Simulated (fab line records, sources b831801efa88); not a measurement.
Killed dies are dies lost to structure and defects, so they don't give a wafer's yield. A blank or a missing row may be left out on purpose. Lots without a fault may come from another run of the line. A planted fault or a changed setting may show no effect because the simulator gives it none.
A struck lot beside a sound one | flow sky130 | 16 steps out of a route of 708
Sound: wafers L328.2, L328.4, L328.5. Struck: wafers L337.2, L337.4, L337.5. The cause comes at the end.
At each step with rows: each side's tool, then ch and its chambers, then its first start. Under that, the readings that differ: sound wafers | struck wafers | difference of the means | sigmas: that difference in standard deviations of wafers without a fault.
alike: readings whose means differ by less than 2 such deviations, and words and numbers that are the same on both sides. not compared: withheld readings, readings that some wafer has no value for, bounds like >300 that may hide the same value, and numbers for which the record gives no deviation and whose values overlap.
The two part at a step that has a row with sigmas, a row that says differs or no value, or rows on one side only. Numbers that don't overlap but have no deviation are shown without sigmas and don't part them. A reading that every wafer of one side lacks parts them only if that side has two wafers or more.

SKY_GATE_OXIDE_TW_MEAS_14:
  sound on film_metro-01, day 11 14:47; struck on film_metro-02, day 14 05:38
  alike: GATE_OXIDE_TW
then, 3 steps without rows for these wafers: SKY_GATE_OXIDE_CLEAN_15 (cleans in SC1/SC2, time 150 s); SKY_GATE_OXIDE_OXIDATION_16 (stabilise 600 s, purge 300 s, target thk 3.57 nm); SKY_POLY_GATE_CVD_00 (deposits poly-Si, target thk 180 nm, time 720 s).
SKY_POLY_GATE_THK_MEAS_01:
  sound on film_metro-02, day 11 19:14; struck on film_metro-04, day 14 10:30
  alike: POLY_GATE_CVD_00_THK
then, 7 steps without rows for these wafers: SKY_RES_PROTECT_DEHYDRATE_00 (time 60 s); SKY_RES_PROTECT_HMDS_01 (prime time 60 s); SKY_RES_PROTECT_COAT_02 (resist thk 1140 nm); SKY_RES_PROTECT_SOFTBAKE_03 (time 60 s); SKY_RES_PROTECT_EXPOSE_04 (exposes mask RPM, target cd 1270 nm); SKY_RES_PROTECT_PEB_05; SKY_RES_PROTECT_DEVELOP_06 (develop time 60 s).
SKY_POLY_GATE_IMPLANT_02:
  sound on implanter-01 ch 0, day 12 19:44; struck on implanter-01 ch 0, day 15 12:47
  reading       | sound                         | struck                       | difference | sigmas
  beam_on_s (s) | 36.7 37.4 37.7                | 28.2 27.3 27.6               | -9.6       | -10
  dose_ions_cm2 | 7.699e+15 7.703e+15 7.699e+15 | 5.653e+15 5.654e+15 5.66e+15 | -2.045e+15 | -99 or more
SKY_RES_PROTECT_STRIP_07: strips in O2/N2.
  sound on plasma_asher-01 ch 0,1, day 12 19:52; struck on plasma_asher-01 ch 0,1, day 15 12:55
  reading                      | sound             | struck            | difference | sigmas
  oes_product_au (a.u.)        | 0.521 0.517 0.516 | 0.534 0.534 0.531 | +0.015     | +3
  strip_time_to_endpoint_s (s) | 23.29 23.30 23.34 | 22.02 22.05 22.05 | -1.27      | -33
  alike: drypump_motor_current_A
  not compared: rf_hours_counter_h
SKY_RES_PROTECT_TW_MEAS_08:
  sound on film_metro-03, day 12 19:58; struck on film_metro-03, day 15 13:01
  reading      | sound          | struck         | difference | sigmas
  POLY_GATE_TW | 4089 4083 4083 | 4000 3999 3980 | -92        | -2
-- the record jumps here: 30 days lie between the struck wafers' starts before and after (it left off in module RES_PROTECT and takes up again in module PAD_OPEN, whose first step shown is number 708 of the route) --
SKY_PAD_OPEN_PROBE_99:
  sound on prober-01, day 44 08:34; struck on prober-02, day 45 22:52
  reading                              | sound             | struck            | difference | sigmas
  model.etest.res_poly.line_ohm_um     | 499.5 517.8 511.1 | 665.4 683.8 666.8 | +162.5     |
  model.etest.licon_poly.rc_ohm        | 146.2 154.3 149   | 226.4 215.3 217.5 | +69.9      |
  model.etest.res_poly.rs_ohm_sq       | 47.33 47.45 46.9  | 63.27 62.99 63.48 | +16.02     |
  model.etest.res_poly.rs_ohm_sq_range | 1.532 1.794 1.233 | 3.688 3.377 3.844 | +2.117     |
  alike: killed_at_M0_to_M3, killed_at_M4_up, killed_at_contacts, killed_at_front_end, killed_at_other, killed_dies, killed_open, killed_short

WHERE THEY PART
First at SKY_POLY_GATE_IMPLANT_02; last, within this record, at SKY_RES_PROTECT_TW_MEAS_08. Later steps at which nothing parts them and some readings are alike: SKY_PAD_OPEN_PROBE_99.

WHY: what the simulator had put in
Process parameter drift: implanter-01, from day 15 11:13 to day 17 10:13, at SKY_POLY_GATE_IMPLANT_02. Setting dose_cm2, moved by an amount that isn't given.
